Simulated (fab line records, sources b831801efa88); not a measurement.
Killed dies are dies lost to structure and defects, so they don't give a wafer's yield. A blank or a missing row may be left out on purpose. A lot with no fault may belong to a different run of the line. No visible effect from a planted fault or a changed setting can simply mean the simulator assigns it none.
Chamber matching :: flow gf180mcu :: GF_V4_CMP_04 on cmp-02: 4 sister chambers
The step polishes SiO2. 22 wafers are shown with their chamber, then 11 later ones without.

## WAFERS PAIRED WITH THEIR CHAMBERS
wafer: L396.1
chamber: 2
motor_current_A (A): 9.9
time_to_endpoint_s (s): 70

wafer: L396.2
chamber: 0
motor_current_A (A): 11.5
time_to_endpoint_s (s): 75

wafer: L396.6
chamber: 0
motor_current_A (A): 11.5
time_to_endpoint_s (s): 79

wafer: L397.1
chamber: 2
motor_current_A (A): 10.3
time_to_endpoint_s (s): 70

wafer: L397.2
chamber: 0
motor_current_A (A): 11.8
time_to_endpoint_s (s): 73

wafer: L397.3
chamber: 3
motor_current_A (A): 11.2
time_to_endpoint_s (s): 71

wafer: L400.1
chamber: 0
motor_current_A (A): 12.0
time_to_endpoint_s (s): 84

wafer: L400.3
chamber: 1
motor_current_A (A): 11.6
time_to_endpoint_s (s): 79

wafer: L400.4
chamber: 3
motor_current_A (A): 11.4
time_to_endpoint_s (s): 88

wafer: L401.3
chamber: 1
motor_current_A (A): 11.6
time_to_endpoint_s (s): 72

wafer: L401.5
chamber: 0
motor_current_A (A): 12.4
time_to_endpoint_s (s): 78

wafer: L401.6
chamber: 1
motor_current_A (A): 11.8
time_to_endpoint_s (s): 76

wafer: L402.2
chamber: 3
motor_current_A (A): 10.6
time_to_endpoint_s (s): 76

wafer: L402.3
chamber: 2
motor_current_A (A): 10.2
time_to_endpoint_s (s): 80

wafer: L402.5
chamber: 2
motor_current_A (A): 9.9
time_to_endpoint_s (s): 79

wafer: L403.3
chamber: 0
motor_current_A (A): 11.9
time_to_endpoint_s (s): 81

wafer: L403.4
chamber: 2
motor_current_A (A): 10.2
time_to_endpoint_s (s): 80

wafer: L403.6
chamber: 0
motor_current_A (A): 10.9
time_to_endpoint_s (s): 86

wafer: L407.1
chamber: 3
motor_current_A (A): 11.1
time_to_endpoint_s (s): 77

wafer: L407.3
chamber: 2
motor_current_A (A): 9.4
time_to_endpoint_s (s): 78

wafer: L407.4
chamber: 0
motor_current_A (A): 11.7
time_to_endpoint_s (s): 82

wafer: L408.1
chamber: 3
motor_current_A (A): 11.6
time_to_endpoint_s (s): 73

SIGNATURES (means of the wafers above)
reading: motor_current_A
chamber 0: 11.713
chamber 1: 11.667
chamber 2: 9.983
chamber 3: 11.180
scatter within a chamber: 0.372

reading: time_to_endpoint_s
chamber 0: 79.75
chamber 1: 75.67
chamber 2: 76.17
chamber 3: 77.00
scatter within a chamber: 5.01
Rule: distance of a wafer from a chamber = root of the sum over the readings of ((wafer's reading minus chamber's mean) / reading's scatter) squared. If the next closest chamber is less than 2 further off than the closest, the wafer can't be placed; otherwise it belongs to the closest. The scatter: the root of (the sum of the squares of (reading less its chamber's mean) over the shown wafers, divided by (wafers less chambers)).

## WAFERS WHOSE CHAMBER IS MISSING
wafer: L408.2
motor_current_A (A): 9.8
time_to_endpoint_s (s): 72

wafer: L408.4
motor_current_A (A): 11.8
time_to_endpoint_s (s): 75

wafer: L412.1
motor_current_A (A): 9.7
time_to_endpoint_s (s): 73

wafer: L412.3
motor_current_A (A): 11.7
time_to_endpoint_s (s): 73

wafer: L412.4
motor_current_A (A): 11.4
time_to_endpoint_s (s): 84

wafer: L416.1
motor_current_A (A): 11.9
time_to_endpoint_s (s): 81

wafer: L416.5
motor_current_A (A): 11.5
time_to_endpoint_s (s): 77

wafer: L416.6
motor_current_A (A): 10.2
time_to_endpoint_s (s): 79

wafer: L419.1
motor_current_A (A): 11.0
time_to_endpoint_s (s): 74

wafer: L419.3
motor_current_A (A): 11.7
time_to_endpoint_s (s): 78

wafer: L419.4
motor_current_A (A): 10.8
time_to_endpoint_s (s): 81

## WHICH CHAMBER EACH WENT THROUGH
wafer: L408.2
from the rows above: 2
in truth: 2

wafer: L408.4
from the rows above: can't be placed: 1 or 0 or 3
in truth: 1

wafer: L412.1
from the rows above: 2
in truth: 2

wafer: L412.3
from the rows above: can't be placed: 1 or 0 or 3
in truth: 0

wafer: L412.4
from the rows above: can't be placed: 0 or 3 or 1
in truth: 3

wafer: L416.1
from the rows above: can't be placed: 0 or 1 or 3
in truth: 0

wafer: L416.5
from the rows above: can't be placed: 1 or 0 or 3
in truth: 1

wafer: L416.6
from the rows above: can't be placed: 2 or 3
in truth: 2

wafer: L419.1
from the rows above: can't be placed: 3 or 1 or 0 or 2
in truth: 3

wafer: L419.3
from the rows above: can't be placed: 0 or 1 or 3
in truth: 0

wafer: L419.4
from the rows above: can't be placed: 3 or 2 or 0 or 1
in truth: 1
Correctly placed: 2 of 11. Not placeable from these rows: 9 (in 9, the candidates include the true chamber). Placed wrongly: 0.
